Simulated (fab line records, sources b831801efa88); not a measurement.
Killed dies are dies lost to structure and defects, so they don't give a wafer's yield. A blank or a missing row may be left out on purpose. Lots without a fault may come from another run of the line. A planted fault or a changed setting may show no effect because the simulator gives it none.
fab line records | flow sky130
record lots=5 wafers=15 last_day=50
route steps=708 shown VIA2@527 METAL3@532 CAPM@537 PAD_OPEN@708
lots that met no fault: from a run of the same line without faults
start_h: hours from the record's first day to the start of the lot's first wafer shown | wait_h: hours since the lot's step before | " the same as in the row above | L1.1+2: a row that stands for several wafers | - no value, or no start given | * or withheld: withheld | < > ~ a bound
route shown NAME@n: a module of which the file shows steps, and the number in the route of the first | usual: mean/standard deviation of fault-free wafers | same: alike in all rows | chamber/n: place in a boat | sites: the reading at each site | _std_site: their standard deviation | _edge_site: outer sites' mean less inner sites' | radius_mm: how far each site lies from the wafer's centre | mask NAME#n: copy n | behind: the tool/chamber that last shaped the wafer | hold: why the lot was held/for how many hours/how that ended | device: the transistor (n, p or np) that didn't switch | end of line: the same wafers' tests at the end of the route | a step without rows: its recipe alone | killed: dies lost to structure and defects at the first sort, not the wafer's yield | map: a wafer's dies, x killed, . not, _ none there
set.NAME: the setting as run; set.NAME@STEP: as run at that earlier step | model.NAME: the simulator's own value behind a step, which no gauge read
lots at some steps of the route; a table a step, a row a wafer
services: from which hour (start_h, from the record's first day; less than 0 if before it) a tool's chamber was out of use, for how many hours, and why
## steps
# step SKY_VIA2_SPUTTER_20
# recipe material=TiN target_thk_nm=20 chamber_pressure_pa=5 power_w=4000 time_s=80
# step SKY_VIA2_CVD_21
# recipe material=W target_thk_nm=420 time_s=126.4 temp_c=400 pressure_torr=40
# usual heater_power_w=860/48
# columns lot.wafer tool chamber start_h wait_h heater_power_w since_wet_clean_h
L533.2 cvd_w-02 1 863.64 0.0 898 960
L533.3 " 0 " " 817 -
L533.4 " 1 " " 912 -
L540.2 cvd_w-01 1 915.71 0.0 814 512
L540.3 " 1 " " 821 -
L540.4 " 0 " " 927 -
L546.1 cvd_w-01 0 958.88 0.0 915 555
L546.2 " 1 " " 827 555
L546.6 " 1 " " 817 -
L550.1 cvd_w-01 0 987.35 0.0 957 583
L550.2 " 1 " " 822 583
L550.4 " 0 " " 935 -
L553.2 cvd_w-02 0 1008.40 0.0 814 90
L553.4 " 1 " " 878 -
L553.5 " 0 " " 816 -
# step SKY_VIA2_RS_MEAS_22
# recipe thk_meas_gauge=four-point-probe reads=W_of_VIA2_CVD_21+TiN_of_VIA2_SPUTTER_20
# usual VIA2_W_RS=0.272/0.0036
# columns lot.wafer tool chamber start_h wait_h VIA2_W_RS[ohm/sq]
L533.2 film_metro-03 - 863.79 0.1 0.273
L533.3 " - " " 0.276
L533.4 " - " " 0.272
L540.2 film_metro-03 - 915.86 0.1 0.274
L540.3 " - " " 0.272
L540.4 " - " " 0.274
L546.1 film_metro-04 - 959.01 0.1 0.270
L546.2 " - " " 0.272
L546.6 " - " " 0.271
L550.1 film_metro-04 - 987.48 0.1 0.266
L550.2 " - " " 0.268
L550.4 " - " " 0.267
L553.2 film_metro-04 - 1008.55 0.1 0.274
L553.4 " - " " 0.272
L553.5 " - " " 0.282
# step SKY_VIA2_THK_MEAS_23
# recipe thk_meas_gauge=xrf reads=W_of_VIA2_CVD_21
# usual VIA2_W_THK=417/5.9
# columns lot.wafer tool chamber start_h wait_h VIA2_W_THK[nm]
L533.2 film_metro-03 - 863.90 0.1 417
L533.3 " - " " 409
L533.4 " - " " 419
L540.2 film_metro-03 - 915.97 0.1 417
L540.3 " - " " 421
L540.4 " - " " 420
L546.1 film_metro-04 - 959.13 0.1 417
L546.2 " - " " 416
L546.6 " - " " 416
L550.1 film_metro-04 - 987.60 0.1 421
L550.2 " - " " 418
L550.4 " - " " 421
L553.2 film_metro-04 - 1008.66 0.1 413
L553.4 " - " " 418
L553.5 " - " " 402
# step SKY_VIA2_CMP_24
# recipe stop_on=SiO2 t_overpolish_s=20 down_force_psi=3.5 platen_rpm=60 target_thk_nm=0 pad_velocity_m_s=0.94248
# step SKY_METAL3_SPUTTER_00
# recipe material=Ti target_thk_nm=15 power_w=3000 time_s=10 chamber_pressure_pa=0.4
# usual throttle_valve_pct=29.9/1.1
# columns lot.wafer tool chamber start_h wait_h throttle_valve_pct
L533.2 pvd_sputter-03 - 864.25 0.2 29.8
L533.3 " - " " 30.3
L533.4 " - " " 31.0
L540.2 pvd_sputter-03 - 916.32 0.1 30.7
L540.3 " - " " 29.9
L540.4 " - " " 30.1
L546.1 pvd_sputter-03 - 959.49 0.2 30.0
L546.2 " - " " 30.6
L546.6 " - " " 30.3
L550.1 pvd_sputter-04 - 987.96 0.1 30.5
L550.2 " - " " 27.8
L550.4 " - " " 30.0
L553.2 pvd_sputter-01 - 1009.09 0.1 30.5
L553.4 " - " " 29.4
L553.5 " - " " 27.2
# step SKY_METAL3_SPUTTER_01
# recipe material=TiN target_thk_nm=20 power_w=6500 time_s=16.7 chamber_pressure_pa=0.4
# step SKY_METAL3_SPUTTER_02
# recipe material=AlCu target_thk_nm=735 power_w=10600 time_s=40.78 chamber_pressure_pa=0.4
# step SKY_METAL3_SPUTTER_03
# recipe material=Ti target_thk_nm=5 power_w=3000 time_s=3.3 chamber_pressure_pa=0.4
# usual throttle_valve_pct=29.9/1.1
# columns lot.wafer tool chamber start_h wait_h throttle_valve_pct
L533.2 pvd_sputter-03 - 864.33 0.0 30.2
L533.3 " - " " 30.2
L533.4 " - " " 31.0
L540.2 pvd_sputter-03 - 916.40 0.0 30.6
L540.3 " - " " 30.1
L540.4 " - " " 30.2
L546.1 pvd_sputter-03 - 959.58 0.0 30.2
L546.2 " - " " 30.7
L546.6 " - " " 30.3
L550.1 pvd_sputter-04 - 988.05 0.0 31.0
L550.2 " - " " 27.9
L550.4 " - " " 30.2
L553.2 pvd_sputter-01 - 1009.18 0.0 31.0
L553.4 " - " " 29.5
L553.5 " - " " 27.0
# step SKY_METAL3_SPUTTER_04
# recipe material=TiN target_thk_nm=70 power_w=6500 time_s=58.3 chamber_pressure_pa=0.4
# usual throttle_valve_pct=29.9/1.1
# columns lot.wafer tool chamber start_h wait_h throttle_valve_pct
L533.2 pvd_sputter-03 - 864.35 0.0 30.1
L533.3 " - " " 30.2
L533.4 " - " " 31.1
L540.2 pvd_sputter-03 - 916.42 0.0 30.6
L540.3 " - " " 30.1
L540.4 " - " " 30.1
L546.1 pvd_sputter-03 - 959.60 0.0 30.1
L546.2 " - " " 30.9
L546.6 " - " " 30.2
L550.1 pvd_sputter-04 - 988.07 0.0 30.7
L550.2 " - " " 27.6
L550.4 " - " " 30.1
L553.2 pvd_sputter-01 - 1009.19 0.0 30.9
L553.4 " - " " 29.6
L553.5 " - " " 27.1
# step SKY_CAPM_CVD_00
# recipe material=SiO2 target_thk_nm=15.5 temp_c=400 time_s=withheld rf_w=450
# step SKY_CAPM_THK_MEAS_01
# recipe reads=SiO2_of_CAPM_CVD_00
# usual CAPM_CVD_00_THK=15.59/0.25
# columns lot.wafer tool chamber start_h wait_h CAPM_CVD_00_THK[nm]
L533.2 film_metro-01 - 864.43 - 15.44
L533.3 " - " " 15.66
L533.4 " - " " 15.70
L540.2 film_metro-01 - 916.50 - 15.45
L540.3 " - " " 15.66
L540.4 " - " " 15.65
L546.1 film_metro-03 - 959.67 - 15.47
L546.2 " - " " 15.66
L546.6 " - " " 15.47
L550.1 film_metro-03 - 988.14 - 15.81
L550.2 " - " " 15.46
L550.4 " - " " 15.83
L553.2 film_metro-03 - 1009.29 - 15.09
L553.4 " - " " 15.27
L553.5 " - " " 15.31
# step SKY_CAPM_SPUTTER_02
# recipe material=TiN target_thk_nm=200 temp_c=300 power_w=6500 time_s=166.7 chamber_pressure_pa=0.4
# usual throttle_valve_pct=30.3/0.79
# columns lot.wafer tool chamber start_h wait_h throttle_valve_pct model.TiN_of_CAPM_SPUTTER_02.thk_nm
L533.2 pvd_sputter-04 - 864.48 0.0 30.2 198.9
L533.3 " - " " 30.3 198.9
L533.4 " - " " 30.1 198.5
L540.2 pvd_sputter-02 - 916.55 0.0 30.5 199.7
L540.3 " - " " 31.1 203.8
L540.4 " - " " 29.6 202.4
L546.1 pvd_sputter-02 - 959.73 0.1 30.7 196.8
L546.2 " - " " 29.7 190.6
L546.6 " - " " 31.2 199.3
L550.1 pvd_sputter-03 - 988.20 0.1 30.8 201.9
L550.2 " - " " 31.1 199.7
L550.4 " - " " 30.2 199.6
L553.2 pvd_sputter-03 - 1009.34 0.0 30.7 198.1
L553.4 " - " " 31.0 200.1
L553.5 " - " " 30.3 201.3
# step SKY_CAPM_RS_MEAS_03
# recipe thk_meas_gauge=four-point-probe reads=TiN_of_CAPM_SPUTTER_02
# usual CAPM_TIN_RS=6.87/0.074
# columns lot.wafer tool chamber start_h wait_h CAPM_TIN_RS[ohm/sq]
L533.2 film_metro-02 - 864.61 0.1 6.96
L533.3 " - " " 6.96
L533.4 " - " " 6.99
L540.2 film_metro-03 - 916.68 0.1 6.93
L540.3 " - " " 6.77
L540.4 " - " " 6.81
L546.1 film_metro-01 - 959.84 0.1 7.02
L546.2 " - " " 7.24
L546.6 " - " " 6.91
L550.1 film_metro-03 - 988.33 0.1 6.83
L550.2 " - " " 6.90
L550.4 " - " " 6.92
L553.2 film_metro-02 - 1009.47 0.1 6.99
L553.4 " - " " 6.90
L553.5 " - " " 6.86
# step SKY_CAPM_THK_MEAS_04
# recipe thk_meas_gauge=xrf reads=TiN_of_CAPM_SPUTTER_02
# usual CAPM_TIN_THK=201.2/2.3
# columns lot.wafer tool chamber start_h wait_h CAPM_TIN_THK[nm]
L533.2 film_metro-02 - 864.72 0.1 197.3
L533.3 " - " " 198.1
L533.4 " - " " 197.7
L540.2 film_metro-03 - 916.79 0.1 199.9
L540.3 " - " " 204.9
L540.4 " - " " 202.7
L546.1 film_metro-01 - 959.96 0.1 197.4
L546.2 " - " " 191.2
L546.6 " - " " 199.2
L550.1 film_metro-03 - 988.45 0.1 200.7
L550.2 " - " " 198.5
L550.4 " - " " 199.1
L553.2 film_metro-02 - 1009.58 0.1 198.4
L553.4 " - " " 200.7
L553.5 " - " " 201.9
# step SKY_CAPM_DEHYDRATE_05
# recipe temp_c=200 time_s=60
# step SKY_CAPM_HMDS_06
# recipe prime_time_s=60 prime_temp_c=120
# step SKY_CAPM_COAT_07
# recipe resist=NOVOLAK spin_rpm=3000 resist_thk_nm=1140
# step SKY_CAPM_SOFTBAKE_08
# recipe temp_c=90 time_s=60 resist=NOVOLAK
# step SKY_CAPM_EXPOSE_09
# recipe mask_id=CAPM na=0.6 source_shape=conventional sigma_outer=0.6 polarization=unpolarized target_cd_nm=1000 dose_mj=159
# step SKY_CAPM_PEB_10
# recipe temp_c=withheld time_s=* resist=NOVOLAK
# step SKY_CAPM_DEVELOP_11
# recipe resist=NOVOLAK developer=TMAH develop_time_s=60 dev_temp_c=23
# step SKY_CAPM_OVL_MEAS_12
# usual CAPM_OVL=-0.8/1.6
# columns lot.wafer tool chamber start_h wait_h CAPM_OVL[nm]
L533.2 overlay-01 - 889.99 0.1 -0.9
L533.3 " - " " 2.4
L533.4 " - " " 0.4
L540.2 overlay-01 - 940.64 0.1 0.1
L540.3 " - " " -3.0
L540.4 " - " " 0.2
L546.1 overlay-02 - 983.53 0.1 -3.3
L546.2 " - " " -1.1
L546.6 " - " " -0.8
L550.1 overlay-01 - 1011.14 0.1 -0.8
L550.2 " - " " -1.9
L550.4 " - " " -2.0
L553.2 overlay-01 - 1032.50 0.1 -1.7
L553.4 " - " " -2.2
L553.5 " - " " -0.5
# step SKY_CAPM_METAL_ETCH_13
# recipe target_depth_nm=220 stop_on=SiO2 chemistry=Cl2/BCl3 target=TiN pressure_mtorr=10 icp_w=900 bias_w=48.5 Cl2_flow_sccm=60 bcl3_flow_sccm=30 time_s=62.9
# usual drypump_motor_current_A=5.65/0.22 oes_product_au=0.944/0.0071 throttle_valve_pct=21.899/0.011
# columns lot.wafer tool chamber start_h wait_h drypump_motor_current_A oes_product_au rf_hours_counter_h throttle_valve_pct model.etch.depth_nm model.CAPM.feature_depth_nm
L533.2 rie_metal-04 1 890.05 0.0 5.92 0.936 - 21.922 198.9 198.9
L533.3 " 1 " " 5.93 0.936 - 21.897 198.9 198.9
L533.4 " 1 " " 5.92 0.933 - 21.884 198.5 198.5
L540.2 rie_metal-01 1 940.67 0.0 5.35 0.938 19 21.887 199.7 199.7
L540.3 " 1 " " 5.35 0.952 - 21.893 203.8 203.8
L540.4 " 0 " " 5.99 0.955 - 21.894 202.4 202.4
L546.1 rie_metal-02 1 983.57 0.0 5.65 0.934 8 21.900 196.8 196.8
L546.2 " 0 " " 5.51 0.917 18 21.921 190.6 190.6
L546.6 " 0 " " 5.50 0.935 - 21.898 199.3 199.3
L550.1 rie_metal-02 0 1011.18 0.0 5.51 0.942 19 21.880 201.9 201.9
L550.2 " 1 " " 5.68 0.945 9 21.885 199.7 199.7
L550.4 " 0 " " 5.50 0.934 - 21.898 199.6 199.6
L553.2 rie_metal-04 1 1032.53 0.0 5.92 0.936 10 21.921 198.1 198.1
L553.4 " 0 " " 5.56 0.944 - 21.880 200.1 200.1
L553.5 " 0 " " 5.53 0.940 - 21.895 201.3 201.3
# step SKY_CAPM_STRIP_14
# recipe chemistry=O2/N2 power_w=1400 pressure_mtorr=1500 platen_temp_c=withheld o2_flow_sccm=3000 n2_flow_sccm=300 overash_fraction=0.5
# usual drypump_motor_current_A=5.8/0.36 oes_product_au=0.711/0.0046 strip_time_to_endpoint_s=12.67/0.04
# columns lot.wafer tool chamber start_h wait_h drypump_motor_current_A oes_product_au rf_hours_counter_h strip_time_to_endpoint_s
L533.2 plasma_asher-04 1 890.18 0.1 6.7 0.705 15 12.77
L533.3 " 1 " " 6.7 0.713 - 12.67
L533.4 " 0 " " 5.3 0.720 - 12.76
L540.2 plasma_asher-01 1 940.75 0.1 5.6 0.706 107 12.67
L540.3 " 1 " " 5.6 0.706 - 12.70
L540.4 " 0 " " 6.0 0.715 - 12.63
L546.1 plasma_asher-04 1 983.64 0.1 6.7 0.709 21 12.66
L546.2 " 0 " " 5.4 0.711 21 12.72
L546.6 " 1 " " 6.7 0.712 - 12.69
L550.1 plasma_asher-01 0 1011.26 0.1 6.0 0.706 115 12.67
L550.2 " 1 " " 5.6 0.710 115 12.73
L550.4 " 1 " " 5.6 0.709 - 12.69
L553.2 plasma_asher-02 0 1032.61 0.1 5.5 0.704 91 12.70
L553.4 " 1 " " 6.0 0.704 - 12.74
L553.5 " 0 " " 5.5 0.708 - 12.71
# step SKY_CAPM_STRIP_15
# recipe chemistry=post_etch_residue_remover time_s=1200 temp_c=72.5
# step SKY_CAPM_CLEAN_16
# recipe chemistry=IPA time_s=180 temp_c=25
# step SKY_CAPM_CLEAN_17
# recipe chemistry=O3/DIW dry=n2_spin
# step SKY_METAL3_DEHYDRATE_05
# recipe temp_c=200 time_s=60
# step SKY_METAL3_HMDS_06
# recipe prime_time_s=60 prime_temp_c=120
# step SKY_METAL3_COAT_07
# recipe resist=BARC temp_c=withheld time_s=withheld spin_rpm=3000 resist_thk_nm=60
# step SKY_METAL3_COAT_08
# recipe resist=KrF-thick spin_rpm=3000 resist_thk_nm=1140
# step SKY_METAL3_SOFTBAKE_09
# recipe temp_c=100 time_s=90 resist=KrF-thick
# step SKY_METAL3_EXPOSE_10
# recipe mask_id=MM3 na=0.68 source_shape=annular sigma_inner=0.4 sigma_outer=0.8 target_cd_nm=300 dose_mj=28
# step SKY_METAL3_PEB_11
# recipe peb_temp_c=withheld peb_time_s=withheld resist=KrF-thick
# step SKY_METAL3_DEVELOP_12
# recipe develop_time_s=60 resist=KrF-thick dev_temp_c=21
# step SKY_METAL3_CD_MEAS_13
# recipe target_cd_nm=300
# usual cd_nm=300.0/1.5
# columns lot.wafer tool chamber start_h wait_h cd_nm
L533.2 cd_sem-02 - 915.70 - 295.1
L533.3 " - " " 297.6
L533.4 " - " " 295.4
L540.2 cd_sem-01 - 966.11 - 300.9
L540.3 " - " " 300.1
L540.4 " - " " 300.0
L546.1 cd_sem-02 - 1006.24 - 300.9
L546.2 " - " " 299.4
L546.6 " - " " 300.4
L550.1 cd_sem-02 - 1033.84 - 300.2
L550.2 " - " " 299.0
L550.4 " - " " 300.4
L553.2 cd_sem-02 - 1054.61 - 301.7
L553.4 " - " " 300.6
L553.5 " - " " 298.3
# step SKY_METAL3_OVL_MEAS_14
# usual METAL3_OVL=3/5.6
# columns lot.wafer tool chamber start_h wait_h METAL3_OVL[nm]
L533.2 overlay-02 - 915.81 0.1 6
L533.3 " - " " 2
L533.4 " - " " 12
L540.2 overlay-02 - 966.22 0.1 2
L540.3 " - " " 9
L540.4 " - " " 3
L546.1 overlay-02 - 1006.36 0.1 -6
L546.2 " - " " -4
L546.6 " - " " -2
L550.1 overlay-01 - 1033.96 0.1 -1
L550.2 " - " " 8
L550.4 " - " " 2
L553.2 overlay-02 - 1054.72 0.1 -2
L553.4 " - " " -1
L553.5 " - " " 3
# step SKY_METAL3_DESCUM_15
# recipe chemistry=O2 source_power_w=150 bias_power_w=0 pressure_mtorr=10 temp_c=40 time_s=8
# step SKY_METAL3_ETCH_16
# recipe chemistry=N2/H2 target=BARC ion_energy_ev=200 bias_w=100 pressure_mtorr=30 n2_flow_sccm=100 h2_flow_sccm=200 icp_w=500 stop_on=SiO2 time_s=88.2 target_depth_a=600
# step SKY_METAL3_ETCH_17
# recipe target=SiO2 stop_on=TiN chemistry=C4F8/O2/Ar source_w=1500 bias_w=1200 pressure_mtorr=40 c4f8_flow_sccm=withheld O2_flow_sccm=6 Ar_flow_sccm=300 time_s=3.9 target_depth_a=150
# step SKY_METAL3_METAL_ETCH_18
# recipe target_depth_a=8450 stop_on=SiO2 over_etch_frac=0.3 time_s=183.1 chemistry=Cl2/BCl3 resist_sidewall_deg=88 pressure_mtorr=10 icp_w=900 bias_w=48.5 Cl2_flow_sccm=60 bcl3_flow_sccm=30
# step SKY_METAL3_STRIP_20
# recipe chemistry=post_etch_residue_remover time_s=1200 temp_c=72.5
# columns lot.wafer tool chamber start_h wait_h model.TiN_of_CAPM_SPUTTER_02.thk_nm
L533.2+3 wet_bench-01 3 916.27 0.1 198
L533.4 " 3 " " 197.6
L540.2 wet_bench-02 0 966.68 0.1 198.9
L540.3 " 0 " " 203
L540.4 " 0 " " 201.5
L546.1 wet_bench-02 3 1006.82 0.1 196
L546.2 " 3 " " 189.7
L546.6 " 3 " " 198.5
L550.1 wet_bench-01 3 1034.55 0.1 201.1
L550.2 " 3 " " 198.8
L550.4 " 3 " " 198.7
L553.2 wet_bench-04 3 1055.18 0.1 197.3
L553.4 " 3 " " 199.2
L553.5 " 3 " " 200.5
# step SKY_PAD_OPEN_PROBE_99
# usual defect_limited_yield=82.1/1.9 killed_at_M0_to_M3=45/6.8 killed_at_M4_up=3.0/1.7 killed_at_contacts=25/5.7 killed_at_front_end=15/4.6 killed_at_other=0.3/0.66 killed_dies=88/9.5 killed_open=48/7.3 killed_short=39/6.5 sort_bin_3_pad_short=0.9/0.47 sort_bin_5_function=10.6/1.5 sort_bin_6_memory=6.4/1.2 sort_n_pass=404/9.5 sort_yield_pct=82.1/1.9
# same gross_dies=492 killed_at_back_side=0 sort_bin_4_leakage[%]=0 sort_bin_8_speed[%]=0
# columns lot.wafer tool chamber start_h wait_h defect_limited_yield[%] killed_at_M0_to_M3 killed_at_M4_up killed_at_contacts killed_at_front_end killed_at_other killed_dies killed_open killed_short sort_bin_3_pad_short[%] sort_bin_5_function[%] sort_bin_6_memory[%] sort_n_pass sort_yield_pct[%] model.etest.cap_mim.plate_ohm_sq
L533.2 prober-01 - 1088.25 0.1 84.6 42 3 15 15 1 76 37 38 1.2 9.1 5.1 416 84.6 6.095
L533.3 prober-01 - 1088.30 0.2 81.1 52 1 21 19 0 93 53 39 1.0 11.0 6.9 399 81.1 5.988
L533.4 prober-01 - 1088.35 0.2 84.3 32 1 28 16 0 77 51 25 0.6 10.0 5.1 415 84.3 6.076
L540.2 prober-01 - 1128.24 0.1 80.1 55 2 30 11 0 98 47 51 1.4 10.6 7.9 394 80.1 6.042
L540.3 prober-01 - 1128.29 0.2 82.3 45 3 33 6 0 87 49 38 1.8 10.2 5.7 405 82.3 5.837
L540.4 prober-01 - 1128.34 0.2 78.9 48 8 28 20 0 104 48 54 1.4 12.8 6.9 388 78.9 5.934
L546.1 prober-01 - 1158.50 0.1 80.7 39 8 27 18 3 95 49 46 1.0 11.0 7.3 397 80.7 6.085
L546.2 prober-01 - 1158.55 0.1 85.4 42 4 18 8 0 72 35 37 0.6 7.7 6.3 420 85.4 6.339
L546.6 prober-01 - 1158.75 0.2 83.3 44 3 18 17 0 82 40 42 1.6 10.0 5.1 410 83.3 6.001
L550.1 prober-01 - 1181.65 0.1 82.3 39 2 27 19 0 87 56 31 0.8 9.6 7.3 405 82.3 5.9
L550.2 prober-01 - 1181.70 0.1 82.7 46 2 22 15 0 85 42 43 1.2 11.2 4.9 407 82.7 5.978
L550.4 prober-01 - 1181.80 0.2 85.4 34 3 25 9 1 72 41 30 0.4 9.6 4.7 420 85.4 6.003
L553.2 prober-01 - 1193.39 0.1 78.0 56 5 32 15 0 108 58 50 0.8 14.4 6.7 384 78.0 6.125
L553.4 prober-01 - 1193.49 0.2 80.3 49 2 33 12 1 97 46 50 0.8 10.0 8.9 395 80.3 5.992
L553.5 prober-01 - 1193.54 0.2 84.6 40 2 20 12 2 76 43 31 0.4 10.2 4.9 416 84.6 5.919
# killed by level:class
L533.2 VIA1:geometric_particle:open=10 LI_CONTACT:geometric_particle:open=7 VIA1:geometric_particle:short=7 METAL1:geometric_particle:short=7 VIA3:geometric_particle:open=5 VIA2:geometric_particle:open=5 POLY_GATE:geometric_particle:open=4 VIA2:geometric_particle:short=4
L533.3 VIA1:geometric_particle:open=12 VIA2:geometric_particle:open=11 VIA1:geometric_particle:short=7 VIA3:geometric_particle:open=7 POLY_GATE:geometric_particle:open=6 FIELD_ISO:geometric_particle:short=5 CONTACT:geometric_particle:short=5 LI_CONTACT:geometric_particle:open=5
L533.4 LI_CONTACT:geometric_particle:open=11 VIA1:geometric_particle:open=8 CONTACT:geometric_particle:open=7 FIELD_ISO:geometric_particle:open=5 CONTACT:geometric_particle:short=5 METAL2:geometric_particle:short=5 VIA1:geometric_particle:short=4 VIA2:geometric_particle:open=4
L540.2 VIA1:geometric_particle:open=11 LI_CONTACT:geometric_particle:open=9 CONTACT:geometric_particle:open=9 METAL2:geometric_particle:short=9 VIA2:geometric_particle:open=8 CONTACT:geometric_particle:short=7 VIA1:geometric_particle:short=6 METAL1:geometric_particle:short=6
L540.3 VIA1:geometric_particle:open=11 CONTACT:geometric_particle:open=10 VIA3:geometric_particle:open=10 CONTACT:geometric_particle:short=9 LI_CONTACT:geometric_particle:open=8 LI_CONTACT:geometric_particle:short=5 VIA3:geometric_particle:short=5 METAL3:geometric_particle:short=4
L540.4 VIA1:geometric_particle:open=13 CONTACT:geometric_particle:open=10 METAL2:geometric_particle:short=9 CONTACT:geometric_particle:short=7 VIA1:geometric_particle:short=6 LI_CONTACT:geometric_particle:open=5 FIELD_ISO:geometric_particle:short=4 FIELD_ISO:geometric_particle:open=4
L546.1 LI_CONTACT:geometric_particle:open=8 VIA1:geometric_particle:open=8 CONTACT:geometric_particle:open=7 CONTACT:geometric_particle:short=6 METAL1:geometric_particle:short=6 VIA3:geometric_particle:open=5 METAL2:geometric_particle:short=5 FIELD_ISO:geometric_particle:short=4
L546.2 VIA3:geometric_particle:open=10 METAL1:geometric_particle:short=9 CONTACT:geometric_particle:short=7 VIA1:geometric_particle:open=5 CONTACT:geometric_particle:open=5 VIA2:geometric_particle:open=5 METAL2:geometric_particle:short=5 FIELD_ISO:geometric_particle:open=3
L546.6 VIA3:geometric_particle:open=9 VIA1:geometric_particle:open=8 CONTACT:geometric_particle:open=8 METAL2:geometric_particle:short=7 FIELD_ISO:geometric_particle:short=6 VIA2:geometric_particle:short=6 CONTACT:geometric_particle:short=5 FIELD_ISO:geometric_particle:open=4
L550.1 VIA1:geometric_particle:open=11 LI_CONTACT:geometric_particle:open=10 CONTACT:geometric_particle:open=8 FIELD_ISO:geometric_particle:short=6 VIA3:geometric_particle:open=6 VIA2:geometric_particle:open=6 METAL1:geometric_particle:short=5 CONTACT:geometric_particle:short=5
L550.2 METAL1:geometric_particle:short=10 LI_CONTACT:geometric_particle:open=9 VIA3:geometric_particle:open=7 FIELD_ISO:geometric_particle:short=6 VIA2:geometric_particle:open=6 CONTACT:geometric_particle:short=6 FIELD_ISO:geometric_particle:open=5 VIA1:geometric_particle:short=5
L550.4 LI_CONTACT:geometric_particle:open=8 CONTACT:geometric_particle:open=8 VIA2:geometric_particle:open=7 VIA3:geometric_particle:open=5 VIA1:geometric_particle:open=5 METAL2:geometric_particle:short=5 VIA2:geometric_particle:short=4 FIELD_ISO:geometric_particle:short=3
L553.2 CONTACT:geometric_particle:open=14 VIA1:geometric_particle:open=13 METAL2:geometric_particle:short=8 CONTACT:geometric_particle:short=7 METAL1:geometric_particle:short=7 VIA2:geometric_particle:open=7 LI_CONTACT:geometric_particle:open=6 METAL3:geometric_particle:short=5
L553.4 CONTACT:geometric_particle:open=10 CONTACT:geometric_particle:short=9 VIA1:geometric_particle:open=9 VIA2:geometric_particle:open=9 VIA2:geometric_particle:short=8 LI_CONTACT:geometric_particle:open=7 METAL1:geometric_particle:short=6 METAL2:geometric_particle:short=5
L553.5 VIA1:geometric_particle:open=13 CONTACT:geometric_particle:open=7 METAL2:geometric_particle:short=7 LI_CONTACT:geometric_particle:open=6 VIA2:geometric_particle:open=6 METAL1:geometric_particle:short=5 FIELD_ISO:geometric_particle:short=3 FIELD_ISO:geometric_particle:open=3
## services
# columns tool chamber start_h hours kind
cvd_w-01 1 841.41 10.0 repair
pvd_sputter-01 - 851.15 2.5 repair
rie_metal-02 - 877.33 28.1 pm
rie_metal-04 0 884.09 6.3 repair
plasma_asher-04 - 886.61 0.6 repair
cvd_w-01 - 901.63 0.6 repair
cvd_w-02 - 904.00 14.0 pm
rie_metal-04 1 904.68 99.6 repair
rie_metal-02 - 905.43 2.8 pm
plasma_asher-04 - 910.85 0.7 repair
rie_metal-02 0 918.22 1.0 repair
cvd_w-01 - 919.61 1.2 repair
rie_metal-02 1 920.77 2.5 repair
wet_bench-02 - 922.19 3.4 repair
plasma_asher-04 - 926.31 28.1 pm
wet_bench-02 - 958.03 1.9 pm
cvd_w-01 1 974.28 2.7 repair
cvd_w-01 - 977.76 2.4 repair
plasma_asher-04 - 991.30 8.7 repair
plasma_asher-01 - 1002.24 2.8 pm
cvd_w-02 1 1039.39 17.4 repair
rie_metal-02 - 1045.87 0.3 repair
cvd_w-02 0 1048.24 12.3 repair
pvd_sputter-01 - 1049.02 1.7 repair
## key
first_sign step=SKY_CAPM_RS_MEAS_03 reading=CAPM_TIN_RS direction=up sigmas=5.1 usual=6.87 struck=7.24
effect step=SKY_CAPM_THK_MEAS_04 reading=CAPM_TIN_THK direction=down sigmas=4.3 usual=201.2 struck=191.2
effect step=SKY_CAPM_METAL_ETCH_13 reading=oes_product_au direction=down sigmas=3.9 usual=0.944 struck=0.917
model_effect step=SKY_CAPM_SPUTTER_02 value=TiN_of_CAPM_SPUTTER_02.thk_nm without=197.1 struck=190.6
model_effect step=SKY_CAPM_METAL_ETCH_13 value=etch.depth_nm without=197.1 struck=190.6
model_effect step=SKY_METAL3_STRIP_20 value=TiN_of_CAPM_SPUTTER_02.thk_nm without=196.3 struck=189.7
model_effect step=SKY_PAD_OPEN_PROBE_99 value=etest.cap_mim.plate_ohm_sq without=6.129 struck=6.339
met_at SKY_CAPM_SPUTTER_02
struck_wafers L546.2
onset_between 916.55 959.73
fault kind=process_parameter_drift tool=pvd_sputter-02 chamber=- onset_h=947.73 steps=SKY_CAPM_SPUTTER_02 channel=time_s offset=* shape=step end_h=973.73 acts_in=* stated=* scope=struck_wafers_only
